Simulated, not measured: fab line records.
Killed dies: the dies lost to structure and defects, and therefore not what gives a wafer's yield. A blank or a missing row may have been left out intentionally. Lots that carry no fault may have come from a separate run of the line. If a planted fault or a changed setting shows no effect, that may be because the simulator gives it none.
A lot that was struck, set against a sound lot + flow sky130 + 38 out of 708 route steps
Sound: wafers L510.2, L510.4, L510.6. Wafers struck: L526.1, L526.3, L526.5. Last of all comes the cause.
For every step that has rows: the tool of each side, followed by ch and its chambers, followed by its first start. Under that, the readings that differ: sound wafers + struck wafers + difference of the means + sigmas: that difference in standard deviations of wafers without a fault.
alike: words and numbers the same on both sides, and readings whose means are apart by under 2 such deviations; not compared: readings that were withheld, readings missing a value for some wafer, numbers with overlapping values and no deviation given by the record, and bounds like >300 which may hide the same value.
The two part at a step that has a row with sigmas, a row that says differs or no value, or rows on one side only. Numbers that have no deviation but don't overlap get no sigmas and don't part them. Lack of a reading on every wafer of one side parts them only where that side has two or more wafers.

first, 9 steps without rows for these wafers: SKY_VIA3_SPUTTER_20 (material TiN, target thk 20 nm, time 80 s); SKY_VIA3_CVD_21 (deposits W, target thk 390 nm, time 117.31 s); SKY_VIA3_CMP_24 (polishes, stops on SiO2, t overpolish 20 s, target thk 0 nm); SKY_METAL4_SPUTTER_00 (material Ti, target thk 15 nm, time 10 s); SKY_METAL4_SPUTTER_01 (material TiN, target thk 20 nm, time 16.7 s); SKY_METAL4_SPUTTER_02 (material AlCu, target thk 735 nm, time 39.1 s); SKY_METAL4_SPUTTER_03 (material Ti, target thk 5 nm, time 3.3 s); SKY_METAL4_SPUTTER_04 (material TiN, target thk 70 nm, time 58.3 s); SKY_CAP2M_CVD_00 (deposits SiO2, target thk 15.5 nm).
SKY_CAP2M_SPUTTER_02: material TiN, target thk 200 nm, time 166.7 s.
  sound on pvd-sputter-04, day 41 19:08; struck on pvd-sputter-04, day 45 23:03
| reading                                   | sound             | struck            | difference | sigmas |
|-------------------------------------------|-------------------|-------------------|------------|--------|
| model.TiN_of_CAP2M_SPUTTER_02.thk-nm (nm) | 198.1 198.9 195.9 | 208.7 207.5 206.3 | +9.9       |        |
  alike: susceptor-temp-C, throttle-valve-pct
SKY_CAP2M_RS_MEAS_03: measures by four-point-probe.
  sound on film-metro-03, day 41 19:16; struck on film-metro-03, day 45 23:10
| reading               | sound          | struck         | difference | sigmas |
|-----------------------|----------------|----------------|------------|--------|
| CAP2M_TIN_RS (ohm/sq) | 6.98 6.96 7.07 | 6.62 6.66 6.70 | -0.34      | -5     |
SKY_CAP2M_THK_MEAS_04: measures by xrf.
  sound on film-metro-03, day 41 19:22; struck on film-metro-03, day 45 23:17
| reading            | sound             | struck            | difference | sigmas |
|--------------------|-------------------|-------------------|------------|--------|
| CAP2M_TIN_THK (nm) | 201.9 202.7 200.2 | 211.1 209.6 208.5 | +8.1       | +4     |
then, 7 steps without rows for these wafers: SKY_CAP2M_DEHYDRATE_05 (time 60 s); SKY_CAP2M_HMDS_06 (prime time 60 s); SKY_CAP2M_COAT_07 (resist thk 1140 nm); SKY_CAP2M_SOFTBAKE_08 (time 60 s); SKY_CAP2M_EXPOSE_09 (exposes mask CAP2M, target cd 1000 nm); SKY_CAP2M_PEB_10; SKY_CAP2M_DEVELOP_11 (develop time 60 s).
SKY_CAP2M_METAL_ETCH_13: etches TiN in Cl2/BCl3, stops on SiO2, target depth 220 nm, time 62.9 s.
  sound on rie-metal-02 ch 0,1, day 42 17:49; struck on rie-metal-01 ch 1, day 46 19:43
| reading                           | sound             | struck            | difference | sigmas |
|-----------------------------------|-------------------|-------------------|------------|--------|
| drypump-motor-current-A (A)       | 6.8 6.7 5.7       | 5.7 5.7 5.7       | -0.7       | -2     |
| oes-product-au (a.u.)             | 0.932 0.941 0.943 | 0.960 0.969 0.959 | +0.024     | +4     |
| model.CAP2M.feature-depth-nm (nm) | 198.1 198.9 195.9 | 208.7 207.5 206.3 | +9.9       |        |
| model.etch.depth-nm (nm)          | 198.1 198.9 195.9 | 208.7 207.5 206.3 | +9.9       |        |
  alike: he-backside-leak-sccm, mfc-cl2-sccm, throttle-valve-pct
  not compared: rf-hours-counter-h
then, 16 steps without rows for these wafers: SKY_CAP2M_STRIP_14 (strips in O2/N2); SKY_CAP2M_STRIP_15 (strips in post etch residue remover, time 1200 s); SKY_CAP2M_CLEAN_16 (cleans in IPA, time 180 s); SKY_CAP2M_CLEAN_17 (cleans in O3/DIW); SKY_METAL4_DEHYDRATE_05 (time 60 s); SKY_METAL4_HMDS_06 (prime time 60 s); SKY_METAL4_COAT_07 (resist thk 60 nm); SKY_METAL4_COAT_08 (resist thk 1140 nm); SKY_METAL4_SOFTBAKE_09 (time 90 s); SKY_METAL4_EXPOSE_10 (exposes mask MM4, target cd 300 nm); SKY_METAL4_PEB_11; SKY_METAL4_DEVELOP_12 (develop time 60 s); SKY_METAL4_DESCUM_15 (chemistry O2, time 8 s); SKY_METAL4_ETCH_16 (etches BARC in N2/H2, stops on SiO2, time 88.2 s, target depth 60 nm); SKY_METAL4_ETCH_17 (etches SiO2 in C4F8/O2/Ar, stops on TiN, time 3.9 s, target depth 15 nm); SKY_METAL4_METAL_ETCH_18 (etches the open film in Cl2/BCl3, stops on SiO2, target depth 845 nm, time 183.1 s).
SKY_METAL4_STRIP_20: strips in post etch residue remover, time 1200 s.
  sound on wet-bench-04 ch 3, day 43 16:35; struck on wet-bench-04 ch 0, day 47 17:05
| reading                                   | sound         | struck            | difference | sigmas |
|-------------------------------------------|---------------|-------------------|------------|--------|
| model.TiN_of_CAP2M_SPUTTER_02.thk-nm (nm) | 197.3 198 195 | 207.8 206.7 205.4 | +9.9       |        |
-- the record jumps here: 3 days lie between the struck wafers' starts before and after (it left off in module METAL4 and takes up again in module PAD_OPEN, whose first step shown is number 708 of the route) --
SKY_PAD_OPEN_PROBE_99:
  sound on prober-01, day 47 12:14; struck on prober-01, day 50 21:41
| reading                           | sound       | struck           | difference | sigmas |
|-----------------------------------|-------------|------------------|------------|--------|
| sort_bin_5_function (%)           | 15.9 10.4   | 10.4 10.0 10.0   | -3.0       | -2     |
| model.etest.cap-mim2.plate-ohm-sq | 6.064 6.161 | 5.777 5.796 5.84 | -0.308     |        |
  alike: defect-limited-yield, killed_at_M0_to_M3, killed_at_M4_up, killed-at-contacts, killed-at-front-end, killed-at-other, killed-dies, killed-open, killed-short, sort_bin_3_pad_short, sort_bin_6_memory, sort-n-pass, sort-yield-pct

== WHERE THEY PART ==
At SKY_CAP2M_RS_MEAS_03 first; at SKY_PAD_OPEN_PROBE_99 last (within this record only).

WHY: what the simulator had put in
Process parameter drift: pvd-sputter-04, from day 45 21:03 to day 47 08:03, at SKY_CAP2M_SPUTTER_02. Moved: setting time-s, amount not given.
